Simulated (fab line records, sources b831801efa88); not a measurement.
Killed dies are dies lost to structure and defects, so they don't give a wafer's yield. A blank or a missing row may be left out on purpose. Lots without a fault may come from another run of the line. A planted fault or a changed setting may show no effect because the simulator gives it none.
Which tool did it? | flow gf180mcu | 14 lots, 42 wafers sampled, at 5 steps of a route of 602

WHAT THE GAUGES READ, wafer by wafer
GF_VT_IMPLANT_TW_MEAS_10. Usual: VT_IMPLANT_TW 559, standard deviation 3.8.
lot  | measured    | on            | VT_IMPLANT_TW | flag
L337 | day 5 18:13 | film_metro-04 | 556 554 554   |
L338 | day 6 00:23 | film_metro-02 | 565 565 562   |
L339 | day 6 04:26 | film_metro-04 | 558 559 560   |
L340 | day 6 09:46 | film_metro-03 | 553 557 558   |
L341 | day 6 15:29 | film_metro-03 | 553 554 555   |
L342 | day 6 21:34 | film_metro-04 | 558 562 557   |
L343 | day 7 01:56 | film_metro-03 | 555 556 552   |
L344 | day 7 12:53 | film_metro-02 | 558 557 561   |
L345 | day 7 15:09 | film_metro-04 | 560 564 559   |
L346 | day 7 20:04 | film_metro-02 | 561 561 561   |
L347 | day 8 06:18 | film_metro-04 | 361 363 360   | OFF
L348 | day 8 11:37 | film_metro-03 | 361 363 362   | OFF
L349 | day 8 16:41 | film_metro-02 | 362 364 363   | OFF
L350 | day 9 00:07 | film_metro-03 | 359 358 360   | OFF

GF_M1_CD_MEAS_14: target cd 230 nm. Usual: cd_nm 229.9 nm, standard deviation 1.3.
lot  | measured     | on        | cd_nm (nm)        | flag
L337 | day 17 09:23 | cd_sem-01 | 228.9 229.1 230.1 |
L338 | day 17 14:49 | cd_sem-02 | 230.0 229.4 228.8 |
L339 | day 17 21:20 | cd_sem-01 | 232.1 230.7 231.4 |
L340 | day 18 08:17 | cd_sem-02 | 230.4 230.1 229.5 |
L341 | day 18 13:31 | cd_sem-02 | 229.8 229.2 229.7 |
L342 | day 19 02:30 | cd_sem-01 | 229.9 230.2 229.7 |
L343 | day 19 10:24 | cd_sem-01 | 229.4 228.7 229.7 |
L344 | day 20 01:34 | cd_sem-01 | 230.8 231.5 231.6 |
L345 | day 20 02:36 | cd_sem-01 | 229.1 229.4 231.2 |
L346 | day 20 07:08 | cd_sem-01 | 232.1 232.6 231.3 |
L347 | day 21 00:46 | cd_sem-01 | 228.2 229.7 229.1 |
L348 | day 21 11:16 | cd_sem-01 | 231.1 230.9 231.7 |
L349 | day 21 18:20 | cd_sem-02 | 231.3 231.1 231.2 |
L350 | day 22 02:28 | cd_sem-01 | 227.4 230.6 228.8 |

GF_V1_BOW_MEAS_05. Usual: V1_BOW 84 um, standard deviation 7.4.
lot  | measured     | on            | V1_BOW (um) | flag
L337 | day 17 10:48 | film_metro-01 | 102 89 83   |
L338 | day 17 16:14 | film_metro-03 | 87 93 79    |
L339 | day 17 22:43 | film_metro-03 | 84 84 78    |
L340 | day 18 09:43 | film_metro-03 | 79 84 95    |
L341 | day 18 14:52 | film_metro-04 | 80 85 88    |
L342 | day 19 03:52 | film_metro-04 | 74 92 88    |
L343 | day 19 11:47 | film_metro-03 | 92 71 85    |
L344 | day 20 03:03 | film_metro-04 | 82 75 86    |
L345 | day 20 03:58 | film_metro-03 | 70 84 82    |
L346 | day 20 08:32 | film_metro-01 | 88 78 83    |
L347 | day 21 02:11 | film_metro-03 | 84 75 91    |
L348 | day 21 12:42 | film_metro-03 | 92 84 93    |
L349 | day 21 19:43 | film_metro-03 | 88 85 86    |
L350 | day 22 03:58 | film_metro-01 | 83 70 78    |

GF_V1_CD_MEAS_14: target cd 260 nm. Usual: cd_nm 260.0 nm, standard deviation 1.3.
lot  | measured     | on        | cd_nm (nm)        | flag
L337 | day 18 10:37 | cd_sem-01 | 259.7 259.8 258.6 |
L338 | day 18 15:29 | cd_sem-01 | 259.5 257.5 260.2 |
L339 | day 18 22:52 | cd_sem-01 | 261.9 262.8 261.7 |
L340 | day 19 09:07 | cd_sem-01 | 259.7 260.7 259.2 |
L341 | day 19 15:54 | cd_sem-01 | 261.0 261.0 260.1 |
L342 | day 20 04:26 | cd_sem-01 | 259.9 260.4 260.2 |
L343 | day 20 12:08 | cd_sem-01 | 261.0 261.1 260.7 |
L344 | day 21 03:23 | cd_sem-01 | 262.6 260.9 261.8 |
L345 | day 21 04:55 | cd_sem-01 | 259.3 260.6 259.4 |
L346 | day 21 08:34 | cd_sem-01 | 259.1 259.5 258.2 |
L347 | day 22 01:32 | cd_sem-02 | 261.6 262.1 260.6 |
L348 | day 22 11:16 | cd_sem-02 | 257.8 257.7 256.6 |
L349 | day 22 19:34 | cd_sem-02 | 257.8 258.9 258.8 |
L350 | day 23 03:16 | cd_sem-02 | 260.3 258.6 260.2 |

WHICH TOOL RAN EACH LOT (tool, then ch and the chambers of the sampled wafers, then the start)
lot  | GF_VT_IMPLANT_IMPLANT_08
L337 | implanter-04 ch 0, day 5 17:58
L338 | implanter-04 ch 0, day 6 00:08
L339 | implanter-01 ch 0, day 6 04:11
L340 | implanter-01 ch 0, day 6 09:31
L341 | implanter-04 ch 0, day 6 15:14
L342 | implanter-02 ch 0, day 6 21:21
L343 | implanter-04 ch 0, day 7 01:43
L344 | implanter-02 ch 0, day 7 12:38
L345 | implanter-01 ch 0, day 7 14:56
L346 | implanter-02 ch 0, day 7 19:50
L347 | implanter-02 ch 0, day 8 06:03
L348 | implanter-02 ch 0, day 8 11:22
L349 | implanter-04 ch 0, day 8 16:26
L350 | implanter-01 ch 0, day 8 23:53
- GF_VT_IMPLANT_IMPLANT_08

WHAT THE TOOLS THEMSELVES READ (means of the sampled wafers that have a number; where no wafer has one, the mark that the record gives instead)
The record holds no such reading with a usual standard deviation.

THE ANSWER, worked out from the rows above alone
Rule: a lot is off if the mean of its wafers that have a number lies more than 3 standard deviations from the usual mean. A lot without any number at a reading at which 4 lots or more have one is off too. The other lots that the step has rows for count as sound. The gauges are gone through in route order, then the tools' own readings, and for those a lot's mean is taken as printed above. The first step at which some lot is off is used, and at that step the reading that is off furthest; a lot without a number counts as furthest.
Off: L347, L348, L349, L350, at GF_VT_IMPLANT_TW_MEAS_10 (VT_IMPLANT_TW).
A tool fits if, at a process step before that reading, it ran every lot that is off, and no sound lot after the first of them. The gauges at GF_VT_IMPLANT_TW_MEAS_10 are tried like those tools. None of those tried fits.

WHAT THE SIMULATOR HAD PUT IN
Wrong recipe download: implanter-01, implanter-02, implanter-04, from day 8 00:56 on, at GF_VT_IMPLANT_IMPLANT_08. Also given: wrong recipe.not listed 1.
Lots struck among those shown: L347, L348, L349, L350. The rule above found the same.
